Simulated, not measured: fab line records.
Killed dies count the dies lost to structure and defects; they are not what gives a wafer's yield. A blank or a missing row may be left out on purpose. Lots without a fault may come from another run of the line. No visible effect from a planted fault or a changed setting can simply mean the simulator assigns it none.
Matching of chambers + flow sky130 + cmp-02 running SKY_VIA4_CMP_02: 4 sister chambers
The step polishes SiO2. 8 wafers are shown with their chamber, then 7 later ones without.

WAFERS, EACH WITH ITS CHAMBER
| wafer  | chamber | motor current A (A) | slurry filter dp kPa (kPa) |
|--------|---------|---------------------|----------------------------|
| L195.3 | 3       | 12.4                | 13.71                      |
| L198.2 | 2       | 13.9                | 13.65                      |
| L198.5 | 3       | 12.4                | 13.57                      |
| L201.4 | 2       | 13.9                | 13.61                      |
| L207.3 | 1       | 11.4                | 13.82                      |
| L207.6 | 0       | 10.3                | 13.59                      |
| L212.3 | 0       | 10.3                | 13.58                      |
| L212.5 | 1       | 11.2                | 13.42                      |

WAFERS MISSING THEIR CHAMBER
| wafer  | motor current A (A) | slurry filter dp kPa (kPa) |
|--------|---------------------|----------------------------|
| L212.6 | 10.4                | 13.71                      |
| L215.1 | 10.0                | 13.74                      |
| L215.4 | 12.9                | 13.37                      |
| L215.5 | 10.9                | 13.57                      |
| L217.1 | 12.3                | 13.50                      |
| L217.5 | 11.5                | 13.61                      |
| L217.6 | 13.3                | 13.57                      |

CHAMBER TAKEN BY EACH
| wafer  | from the rows above | in truth |
|--------|---------------------|----------|
| L212.6 | 0                   | 0        |
| L215.1 | 0                   | 0        |
| L215.4 | 3                   | 3        |
| L215.5 | 1                   | 1        |
| L217.1 | 3                   | 3        |
| L217.5 | 1                   | 1        |
| L217.6 | 2                   | 2        |
Placed correctly: 7 of 7. Can't be placed from these rows: 0. 0 placed wrongly.
How it was worked out, from the rows above alone: a wafer's distance from a chamber is the root of the sum, over the readings, of the square of ((its reading less the chamber's mean) divided by the reading's scatter). If the next closest chamber is less than 2 further off than the closest, the wafer can't be placed; otherwise it belongs to the closest. For every chamber, the mean is computed from those of its wafers that are shown. The scatter: take each reading less its chamber's mean, square it, sum over the shown wafers, divide by the number of wafers less the number of chambers, and take the root.
